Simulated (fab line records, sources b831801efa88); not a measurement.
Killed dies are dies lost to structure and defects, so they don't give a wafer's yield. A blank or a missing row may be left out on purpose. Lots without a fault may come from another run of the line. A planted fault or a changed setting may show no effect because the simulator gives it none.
fab line records | flow sky130
record lots=10 wafers=30 last_day=50
route steps=708 shown LOCAL_INTERCONNECT@399 CONTACT@425 METAL1@436 VIA1@460 PAD_OPEN@708
lots that met no fault: from a run of the same line without faults
start_h: hours from the record's first day to the start of the lot's first wafer shown | wait_h: hours since the lot's step before | " the same as in the row above | L1.1+2: a row that stands for several wafers | - no value, or no start given | * or withheld: withheld | < > ~ a bound
route shown NAME@n: a module of which the file shows steps, and the number in the route of the first | usual: mean/standard deviation of fault-free wafers | same: alike in all rows | chamber/n: place in a boat | sites: the reading at each site | _std_site: their standard deviation | _edge_site: outer sites' mean less inner sites' | radius_mm: how far each site lies from the wafer's centre | mask NAME#n: copy n | behind: the tool/chamber that last shaped the wafer | hold: why the lot was held/for how many hours/how that ended | device: the transistor (n, p or np) that didn't switch | end of line: the same wafers' tests at the end of the route | a step without rows: its recipe alone | killed: dies lost to structure and defects at the first sort, not the wafer's yield | map: a wafer's dies, x killed, . not, _ none there
set.NAME: the setting as run; set.NAME@STEP: as run at that earlier step | model.NAME: the simulator's own value behind a step, which no gauge read
steps of the route over a sample of lots; a table a step, a row a wafer
services: from which hour (start_h, from the record's first day; less than 0 if before it) a tool's chamber was out of use, for how many hours, and why
## steps
# step SKY_LOCAL_INTERCONNECT_OVL_MEAS_12
# usual LOCAL_INTERCONNECT_OVL=-4/4.9
# columns lot.wafer tool chamber start_h wait_h LOCAL_INTERCONNECT_OVL[nm]
L959.2 overlay-02 - 713.11 0.1 -1
L959.3 " - " " 1
L959.4 " - " " -5
L960.2 overlay-02 - 720.11 0.1 -16
L960.4 " - " " -8
L960.5 " - " " -12
L963.2 overlay-01 - 754.41 0.1 -4
L963.3 " - " " -4
L963.6 " - " " -8
L966.1 overlay-02 - 765.65 0.1 -8
L966.3 " - " " -7
L966.4 " - " " -4
L970.3 overlay-01 - 804.66 0.1 5
L970.5 " - " " 3
L970.6 " - " " 0
L971.1 overlay-01 - 810.63 0.1 -8
L971.3 " - " " -9
L971.4 " - " " -9
L972.3 overlay-02 - 816.44 0.1 -5
L972.5 " - " " 4
L972.6 " - " " -2
L974.1 overlay-01 - 825.51 0.1 -5
L974.2 " - " " -1
L974.5 " - " " -4
L977.1 overlay-02 - 853.95 0.1 -4
L977.4 " - " " -3
L977.6 " - " " -4
L982.1 overlay-01 - 878.00 0.1 -6
L982.4 " - " " -1
L982.6 " - " " -2
# step SKY_CONTACT_STRIP_19
# recipe chemistry=O2/N2 power_w=1400 pressure_mtorr=1500 platen_temp_c=withheld o2_flow_sccm=3000 n2_flow_sccm=300 overash_fraction=0.5
# usual drypump_motor_current_A=5.6/0.43 n2_flow_sccm=299.9/0.83 oes_product_au=0.380/0.0052 strip_time_to_endpoint_s=3.61/0.052
# columns lot.wafer tool chamber start_h wait_h drypump_motor_current_A n2_flow_sccm oes_product_au rf_hours_counter_h strip_time_to_endpoint_s
L959.2 plasma_asher-03 1 741.87 - 6.7 298.2 0.377 65 3.55
L959.3 " 0 " " 5.8 300.9 0.382 - 3.57
L959.4 " 1 " " 6.7 299.1 0.378 - 3.62
L960.2 plasma_asher-01 1 748.90 - 5.3 300.6 0.381 31 3.62
L960.4 " 1 " " 5.3 300.8 0.380 - 3.59
L960.5 " 0 " " 5.3 300.4 0.375 - 3.63
L963.2 plasma_asher-02 1 782.67 - 5.4 300.2 0.383 4 3.64
L963.3 " 0 " " 5.7 299.3 0.379 - 3.65
L963.6 " 0 " " 5.7 299.7 0.377 - 3.66
L966.1 plasma_asher-02 1 793.47 - 5.4 298.8 0.375 5 3.61
L966.3 " 1 " " 5.4 301.4 0.384 - 3.62
L966.4 " 0 " " 5.7 300.7 0.384 - 3.59
L970.3 plasma_asher-01 0 833.09 - 5.3 299.8 0.382 - 3.76
L970.5 " 1 " " 5.3 300.4 0.373 - 3.66
L970.6 " 0 " " 5.3 298.7 0.380 - 3.71
L971.1 plasma_asher-02 1 838.07 - 5.4 300.1 0.383 9 3.65
L971.3 " 1 " " 5.4 300.4 0.378 - 3.55
L971.4 " 0 " " 5.7 299.9 0.384 - 3.66
L972.3 plasma_asher-03 0 845.26 - 5.9 299.4 0.379 - 3.50
L972.5 " 0 " " 5.9 300.2 0.375 - 3.50
L972.6 " 1 " " 6.7 300.1 0.373 - 3.62
L974.1 plasma_asher-02 0 853.27 - 5.7 299.2 0.381 10 3.69
L974.2 " 1 " " 5.4 300.7 0.371 10 3.66
L974.5 " 1 " " 5.4 299.7 0.382 - 3.65
L977.1 plasma_asher-03 0 882.15 - 5.9 299.2 0.384 79 3.63
L977.4 " 0 " " 5.9 299.2 0.384 - 3.60
L977.6 " 0 " " 5.9 298.2 0.389 - 3.68
L982.1 plasma_asher-01 1 905.29 - 5.3 300.7 0.375 46 3.57
L982.4 " 0 " " 5.3 300.6 0.382 - 3.68
L982.6 " 1 " " 5.3 301.5 0.388 - 3.68
# step SKY_METAL1_SPUTTER_02
# recipe material=AlCu target_thk_nm=250 power_w=10600 time_s=13.3 chamber_pressure_pa=0.4
# usual throttle_valve_pct=29.9/1.1
# columns lot.wafer tool chamber start_h wait_h throttle_valve_pct
L959.2 pvd_sputter-03 - 743.20 0.0 28.6
L959.3 " - " " 30.1
L959.4 " - " " 30.5
L960.2 pvd_sputter-01 - 750.19 0.0 29.8
L960.4 " - " " 27.8
L960.5 " - " " 27.4
L963.2 pvd_sputter-03 - 784.31 0.0 28.6
L963.3 " - " " 30.2
L963.6 " - " " 30.0
L966.1 pvd_sputter-01 - 795.34 0.0 31.6
L966.3 " - " " 27.3
L966.4 " - " " 31.4
L970.3 pvd_sputter-01 - 834.34 0.0 31.3
L970.5 " - " " 31.6
L970.6 " - " " 27.5
L971.1 pvd_sputter-01 - 839.40 0.0 27.3
L971.3 " - " " 31.6
L971.4 " - " " 30.1
L972.3 pvd_sputter-02 - 846.52 0.0 30.4
L972.5 " - " " 30.0
L972.6 " - " " 31.3
L974.1 pvd_sputter-01 - 854.56 0.0 27.4
L974.2 " - " " 31.2
L974.5 " - " " 31.3
L977.1 pvd_sputter-03 - 883.47 0.0 30.3
L977.4 " - " " 30.2
L977.6 " - " " 30.0
L982.1 pvd_sputter-02 - 906.65 0.0 31.4
L982.4 " - " " 29.4
L982.6 " - " " 28.7
# step SKY_METAL1_RS_MEAS_05
# recipe thk_meas_gauge=four-point-probe reads=TiN_of_METAL1_SPUTTER_04+Ti_of_METAL1_SPUTTER_03+AlCu_of_METAL1_SPUTTER_02+TiN_of_METAL1_SPUTTER_01+Ti_of_METAL1_SPUTTER_00
# usual METAL1_ALCU_RS=0.1268/0.0019
# columns lot.wafer tool chamber start_h wait_h METAL1_ALCU_RS[ohm/sq]
L959.2 film_metro-02 - 743.31 0.0 0.1284
L959.3 " - " " 0.1279
L959.4 " - " " 0.1255
L960.2 film_metro-02 - 750.30 0.0 0.1268
L960.4 " - " " 0.1298
L960.5 " - " " 0.1300
L963.2 film_metro-02 - 784.42 0.0 0.1271
L963.3 " - " " 0.1252
L963.6 " - " " 0.1250
L966.1 film_metro-02 - 795.43 0.0 0.1272
L966.3 " - " " 0.1293
L966.4 " - " " 0.1286
L970.3 film_metro-04 - 834.47 0.1 0.2569
L970.5 " - " " 0.2567
L970.6 " - " " 0.2559
L971.1 film_metro-04 - 839.49 0.0 0.2489
L971.3 " - " " 0.2471
L971.4 " - " " 0.2423
L972.3 film_metro-03 - 846.65 0.1 0.1252
L972.5 " - " " 0.1249
L972.6 " - " " 0.1268
L974.1 film_metro-04 - 854.66 0.0 0.2496
L974.2 " - " " 0.2471
L974.5 " - " " 0.2450
L977.1 film_metro-04 - 883.56 0.0 0.1259
L977.4 " - " " 0.1262
L977.6 " - " " 0.1276
L982.1 film_metro-02 - 906.74 0.0 0.1284
L982.4 " - " " 0.1268
L982.6 " - " " 0.1270
# step SKY_METAL1_THK_MEAS_06
# recipe thk_meas_gauge=xrf reads=AlCu_of_METAL1_SPUTTER_02
# usual METAL1_ALCU_THK=246/3.4
# columns lot.wafer tool chamber start_h wait_h METAL1_ALCU_THK[nm]
L959.2 film_metro-02 - 743.42 0.1 242
L959.3 " - " " 244
L959.4 " - " " 249
L960.2 film_metro-02 - 750.41 0.1 247
L960.4 " - " " 240
L960.5 " - " " 239
L963.2 film_metro-02 - 784.53 0.1 243
L963.3 " - " " 250
L963.6 " - " " 247
L966.1 film_metro-02 - 795.55 0.1 245
L966.3 " - " " 243
L966.4 " - " " 243
L970.3 film_metro-04 - 834.57 0.1 128
L970.5 " - " " 127
L970.6 " - " " 127
L971.1 film_metro-04 - 839.61 0.1 131
L971.3 " - " " 131
L971.4 " - " " 134
L972.3 film_metro-03 - 846.75 0.1 250
L972.5 " - " " 249
L972.6 " - " " 245
L974.1 film_metro-04 - 854.78 0.1 130
L974.2 " - " " 131
L974.5 " - " " 132
L977.1 film_metro-04 - 883.68 0.1 252
L977.4 " - " " 250
L977.6 " - " " 247
L982.1 film_metro-02 - 906.86 0.1 243
L982.4 " - " " 246
L982.6 " - " " 244
# step SKY_METAL1_METAL_ETCH_19
# recipe target_depth_a=3600 stop_on=SiO2 over_etch_frac=0.3 time_s=78 chemistry=Cl2/BCl3 resist_sidewall_deg=88 pressure_mtorr=10 icp_w=900 bias_w=48.5 Cl2_flow_sccm=60 bcl3_flow_sccm=30
# usual drypump_motor_current_A=5.6/0.47 oes_product_au=0.854/0.0071 rf_fwd_power_W=893/3.7 throttle_valve_pct=22.263/0.0087
# columns lot.wafer tool chamber start_h wait_h drypump_motor_current_A oes_product_au rf_fwd_power_W rf_hours_counter_h throttle_valve_pct
L959.2 rie_metal-04 1 771.52 0.0 5.2 0.848 886 8 22.255
L959.3 " 1 " " 5.2 0.852 887 - 22.259
L959.4 " 0 " " 6.0 0.860 894 - 22.261
L960.2 rie_metal-02 0 777.96 0.0 5.2 0.856 889 1 22.260
L960.4 " 0 " " 5.2 0.842 892 - 22.256
L960.5 " 1 " " 6.3 0.849 888 - 22.269
L963.2 rie_metal-02 1 811.11 0.0 6.3 0.855 896 10 22.261
L963.3 " 0 " " 5.2 0.857 890 - 22.276
L963.6 " 0 " " 5.2 0.861 893 - 22.260
L966.1 rie_metal-02 1 821.96 0.0 6.3 0.866 887 10 22.270
L966.3 " 0 " " 5.2 0.839 895 - 22.264
L966.4 " 1 " " 6.3 0.837 886 - 22.270
L970.3 rie_metal-04 0 860.26 0.1 5.9 0.716 898 - 22.256
L970.5 " 0 " " 6.0 0.705 899 - 22.243
L970.6 " 1 " " 5.2 0.722 889 - 22.267
L971.1 rie_metal-04 0 866.26 0.0 5.9 0.723 895 8 22.265
L971.3 " 1 " " 5.2 0.719 894 - 22.263
L971.4 " 0 " " 5.9 0.729 894 - 22.280
L972.3 rie_metal-04 0 872.75 0.1 5.9 0.855 899 - 22.253
L972.5 " 1 " " 5.2 0.857 893 - 22.266
L972.6 " 0 " " 5.9 0.853 902 - 22.267
L974.1 rie_metal-02 0 881.16 0.0 5.2 0.731 892 5 22.270
L974.2 " 1 " " 6.4 0.724 895 13 22.276
L974.5 " 0 " " 5.2 0.726 891 - 22.255
L977.1 rie_metal-01 1 909.63 0.0 5.2 0.849 890 11 22.288
L977.4 " 1 " " 5.2 0.857 891 - 22.260
L977.6 " 1 " " 5.2 0.846 891 - 22.271
L982.1 rie_metal-02 0 932.03 0.0 5.2 0.848 893 8 22.261
L982.4 " 0 " " 5.2 0.860 896 - 22.264
L982.6 " 1 " " 6.4 0.849 889 - 22.273
# step SKY_VIA1_CMP_02
# recipe material=SiO2 down_force_psi=4 platen_rpm=60 pad_velocity_m_s=0.94248
# usual motor_current_A=12.1/0.74
# columns lot.wafer tool chamber start_h wait_h motor_current_A
L959.4 cmp-02 3 772.38 0.0 11.2
L959.3 " 0 " " 12.7
L959.2 " 1 " " 11.2
L960.2 cmp-02 0 778.88 0.0 12.9
L960.4 " 1 " " 10.4
L960.5 " 0 " " 12.9
L963.3 cmp-02 0 812.02 0.1 13.5
L963.2 " 1 " " 10.9
L963.6 " 0 " " 13.3
L966.4 cmp-01 1 822.82 0.0 11.9
L966.1 " 3 " " 11.2
L966.3 " 0 " " 12.3
L970.3 cmp-01 3 861.15 0.0 11.9
L970.5 " 3 " " 12.8
L970.6 " 0 " " 13.1
L971.1 cmp-01 1 867.12 0.1 12.0
L971.3 " 2 " " 11.4
L971.4 " 3 " " 11.4
L972.3 cmp-01 3 873.69 0.1 12.2
L972.5 " 1 " " 12.0
L972.6 " 2 " " 11.3
L974.1 cmp-01 3 882.14 0.1 12.2
L974.2 " 0 " " 13.1
L974.5 " 2 " " 11.5
L977.4 cmp-01 0 910.52 0.0 13.8
L977.1 " 3 " " 11.5
L977.6 " 0 " " 13.3
L982.1 cmp-01 2 932.93 0.1 12.3
L982.4 " 0 " " 12.5
L982.6 " 2 " " 12.0
# step SKY_PAD_OPEN_PROBE_99
# usual defect_limited_yield=82.2/2 killed_at_M0_to_M3=45/7.2 killed_at_M4_up=3.0/1.8 killed_at_contacts=25/6.1 killed_at_front_end=14/4.4 killed_at_other=0.2/0.44 killed_dies=88/10 killed_open=48/7.4 killed_short=40/6.3 sort_bin_3_pad_short=0.9/0.41 sort_bin_5_function=10.6/1.5 sort_bin_6_memory=6.4/1.2 sort_n_pass=404/10 sort_yield_pct=82.2/2
# same gross_dies=492 killed_at_back_side=0 sort_bin_4_leakage[%]=0 sort_bin_8_speed[%]=0
# columns lot.wafer tool chamber start_h wait_h defect_limited_yield[%] killed_at_M0_to_M3 killed_at_M4_up killed_at_contacts killed_at_front_end killed_at_other killed_dies killed_open killed_short sort_bin_3_pad_short[%] sort_bin_5_function[%] sort_bin_6_memory[%] sort_n_pass sort_yield_pct[%]
L970.3 prober-01 - 1149.59 0.2 81.1 59 2 21 11 0 93 57 36 0.8 11.2 6.9 399 81.1
L970.5 prober-01 - 1149.69 0.2 84.1 46 1 17 14 0 78 47 31 0.4 10.0 5.5 414 84.1
L970.6 prober-01 - 1149.74 0.2 79.9 40 6 34 19 0 99 55 44 1.0 12.2 6.9 393 79.9
L974.1 prober-01 - 1167.40 0.1 81.3 45 0 36 11 0 92 60 32 0.4 11.2 7.1 400 81.3
L974.2 prober-01 - 1167.45 0.1 84.1 35 2 30 11 0 78 45 33 0.4 10.4 5.1 414 84.1
L974.5 prober-01 - 1167.60 0.2 86.0 35 3 20 11 0 69 41 28 0.8 8.5 4.7 423 86.0
# killed by level:class
L970.3 VIA1:geometric_particle:open=13 VIA2:geometric_particle:open=11 CONTACT:geometric_particle:open=8 LI_CONTACT:geometric_particle:open=7 VIA1:geometric_particle:short=7 METAL2:geometric_particle:short=7 VIA3:geometric_particle:open=6 POLY_GATE:geometric_particle:open=4
L970.5 VIA3:geometric_particle:open=11 VIA1:geometric_particle:open=9 LI_CONTACT:geometric_particle:open=8 METAL1:geometric_particle:short=7 CONTACT:geometric_particle:open=6 VIA3:geometric_particle:short=5 VIA1:geometric_particle:short=4 FIELD_ISO:geometric_particle:open=3
L970.6 LI_CONTACT:geometric_particle:open=12 VIA1:geometric_particle:open=9 POLY_GATE:geometric_particle:open=8 CONTACT:geometric_particle:open=8 LI_CONTACT:geometric_particle:short=7 VIA1:geometric_particle:short=6 VIA2:geometric_particle:open=6 VIA2:geometric_particle:short=5
L974.1 CONTACT:geometric_particle:open=19 VIA1:geometric_particle:open=18 LI_CONTACT:geometric_particle:open=8 CONTACT:geometric_particle:short=5 VIA1:geometric_particle:short=5 VIA2:geometric_particle:open=5 LOCAL_INTERCONNECT:geometric_particle:short=4 POLY_GATE:geometric_particle:short=3
L974.2 CONTACT:geometric_particle:open=12 VIA1:geometric_particle:open=10 METAL1:geometric_particle:short=10 LI_CONTACT:geometric_particle:open=8 LOCAL_INTERCONNECT:geometric_particle:short=6 METAL2:geometric_particle:short=5 POLY_GATE:geometric_particle:open=4 VIA3:geometric_particle:open=4
L974.5 CONTACT:geometric_particle:open=10 VIA2:geometric_particle:open=7 METAL1:geometric_particle:short=7 VIA1:geometric_particle:open=7 VIA3:geometric_particle:open=6 FIELD_ISO:geometric_particle:open=3 FIELD_ISO:geometric_particle:short=3 POLY_GATE:geometric_particle:short=3
## services
# columns tool chamber start_h hours kind
plasma_asher-03 - 719.81 0.5 repair
plasma_asher-03 - 724.72 9.7 repair
cmp-01 - 726.31 0.8 repair
pvd_sputter-01 - 733.17 7.0 repair
plasma_asher-02 - 733.75 9.0 pm
cmp-02 - 734.35 2.3 repair
cmp-01 - 744.21 4.0 pm
cmp-02 - 757.66 2.5 repair
plasma_asher-01 - 758.28 3.2 repair
cmp-02 - 802.76 1.7 repair
cmp-01 - 808.03 2.9 repair
pvd_sputter-01 - 811.31 12.5 repair
plasma_asher-02 - 812.97 2.8 pm
cmp-02 - 828.17 1.4 repair
pvd_sputter-03 - 833.22 2.7 repair
cmp-02 - 851.60 0.7 repair
cmp-02 - 858.47 3.0 repair
cmp-01 - 864.11 2.9 repair
pvd_sputter-03 - 865.72 6.2 repair
pvd_sputter-01 - 878.44 4.8 repair
plasma_asher-03 - 887.78 2.8 pm
cmp-02 - 892.93 1.1 repair
plasma_asher-03 - 896.73 1.9 repair
cmp-01 - 904.66 3.7 repair
## key
first_sign step=SKY_METAL1_RS_MEAS_05 reading=METAL1_ALCU_RS direction=up sigmas=66 usual=0.1268 struck=0.2500
effect step=SKY_METAL1_THK_MEAS_06 reading=METAL1_ALCU_THK direction=down sigmas=34 usual=246 struck=130
effect step=SKY_METAL1_METAL_ETCH_19 reading=oes_product_au direction=down sigmas=19 usual=0.854 struck=0.722
met_at SKY_METAL1_SPUTTER_02
struck_lots L970,L971,L974
not_acting_at SKY_LOCAL_INTERCONNECT_OVL_MEAS_12,SKY_CONTACT_STRIP_19,SKY_VIA1_CMP_02
onset_between 795.34 834.34
fault kind=process_parameter_drift tool=pvd_sputter-01 chamber=- onset_h=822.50 steps=SKY_METAL1_SPUTTER_02 channel=target_thk_nm offset=-116.96 shape=step end_h=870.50 acts_in=these_recipes_only stated=250
